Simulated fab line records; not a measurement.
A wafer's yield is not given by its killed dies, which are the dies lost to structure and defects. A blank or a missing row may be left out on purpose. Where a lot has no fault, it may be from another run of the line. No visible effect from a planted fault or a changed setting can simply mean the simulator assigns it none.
Which tool did it? / flow sky130 / 11 lots, 33 wafers sampled, at 3 steps of a route of 708

WHAT EACH GAUGE READ, for each wafer
SKY_VIA4_RS_MEAS_19: measurement is done with a four-point probe.
lot=L290; measured=day 44 00:23; on=film metro-03; VIA4_W_RS (ohm/sq)=0.2392 0.2424 0.2408
lot=L293; measured=day 44 04:31; on=film metro-03; VIA4_W_RS (ohm/sq)=0.2388 0.2388 0.2417
lot=L294; measured=day 44 10:48; on=film metro-04; VIA4_W_RS (ohm/sq)=0.2402 0.2328 0.2363
lot=L296; measured=day 44 22:56; on=film metro-01; VIA4_W_RS (ohm/sq)=0.2411 0.2365 0.2386
lot=L301; measured=day 46 11:11; on=film metro-01; VIA4_W_RS (ohm/sq)=0.2344 0.2382 0.2369
lot=L302; measured=day 46 11:30; on=film metro-03; VIA4_W_RS (ohm/sq)=0.2367 0.2345 0.2384
lot=L303; measured=day 46 23:38; on=film metro-01; VIA4_W_RS (ohm/sq)=0.2366 0.2391 0.2402
lot=L307; measured=day 47 19:40; on=film metro-01; VIA4_W_RS (ohm/sq)=0.2361 0.2355 0.2376
lot=L308; measured=day 48 04:25; on=film metro-04; VIA4_W_RS (ohm/sq)=0.2392 0.2373 0.2393
lot=L311; measured=day 49 09:55; on=film metro-01; VIA4_W_RS (ohm/sq)=0.2384 0.2369 0.2368
lot=L312; measured=day 49 12:22; on=film metro-01; VIA4_W_RS (ohm/sq)=0.2398 0.2373 0.2417

WHICH TOOL RAN EACH LOT (tool, then ch and the chambers of the sampled wafers, then the start)
lot=L290; SKY_METAL4_DESCUM_15=rie metal-04 ch 0,1, day 42 23:10; SKY_METAL4_ETCH_16=rie metal-04 ch 0,1, day 42 23:12
lot=L293; SKY_METAL4_DESCUM_15=rie metal-03 ch 0,1, day 43 03:11; SKY_METAL4_ETCH_16=rie metal-03 ch 0,1, day 43 03:13
lot=L294; SKY_METAL4_DESCUM_15=rie metal-04 ch 0,1, day 43 09:53; SKY_METAL4_ETCH_16=rie metal-04 ch 0,1, day 43 09:55
lot=L296; SKY_METAL4_DESCUM_15=rie metal-01 ch 0,1, day 43 22:21; SKY_METAL4_ETCH_16=rie metal-01 ch 0,1, day 43 22:25
lot=L301; SKY_METAL4_DESCUM_15=rie metal-04 ch 0,1, day 45 11:48; SKY_METAL4_ETCH_16=rie metal-04 ch 0,1, day 45 11:50
lot=L302; SKY_METAL4_DESCUM_15=rie metal-01 ch 0,1, day 45 12:02; SKY_METAL4_ETCH_16=rie metal-01 ch 0,1, day 45 12:05
lot=L303; SKY_METAL4_DESCUM_15=rie metal-04 ch 0,1, day 46 01:06; SKY_METAL4_ETCH_16=rie metal-04 ch 0,1, day 46 01:08
lot=L307; SKY_METAL4_DESCUM_15=rie metal-01 ch 0,1, day 46 21:18; SKY_METAL4_ETCH_16=rie metal-01 ch 0,1, day 46 21:20
lot=L308; SKY_METAL4_DESCUM_15=rie metal-03 ch 1, day 47 06:25; SKY_METAL4_ETCH_16=rie metal-03 ch 1, day 47 06:31
lot=L311; SKY_METAL4_DESCUM_15=rie metal-01 ch 0,1, day 48 14:00; SKY_METAL4_ETCH_16=rie metal-01 ch 0,1, day 48 14:02
lot=L312; SKY_METAL4_DESCUM_15=rie metal-03 ch 0,1, day 48 16:38; SKY_METAL4_ETCH_16=rie metal-03 ch 0,1, day 48 16:40
- SKY_METAL4_DESCUM_15: chemistry O2, time 8 s.
- SKY_METAL4_ETCH_16: etches BARC in N2/H2, stops on SiO2, time 88.2 s, target depth 60 nm.

THE ANSWER, worked out from the rows above alone
Rule: what is usual is taken from the lots themselves. Put in order of their means at a reading, lots are off if they are a third of the lots or fewer, leave a main group of 4 or more, and stand apart from it by a gap of 3 or more times the standard deviation of the main group's means; of several such gaps the widest counts. Not used: any main group whose means are identical at the precision the tables above print for the reading. A lot without any number at a reading at which 4 lots or more have one is off too. Any other lot the step has rows for is counted as sound.
No lot is off on any of the readings shown, so nothing can be concluded from this.

WHAT HAD BEEN PUT IN BY THE SIMULATOR
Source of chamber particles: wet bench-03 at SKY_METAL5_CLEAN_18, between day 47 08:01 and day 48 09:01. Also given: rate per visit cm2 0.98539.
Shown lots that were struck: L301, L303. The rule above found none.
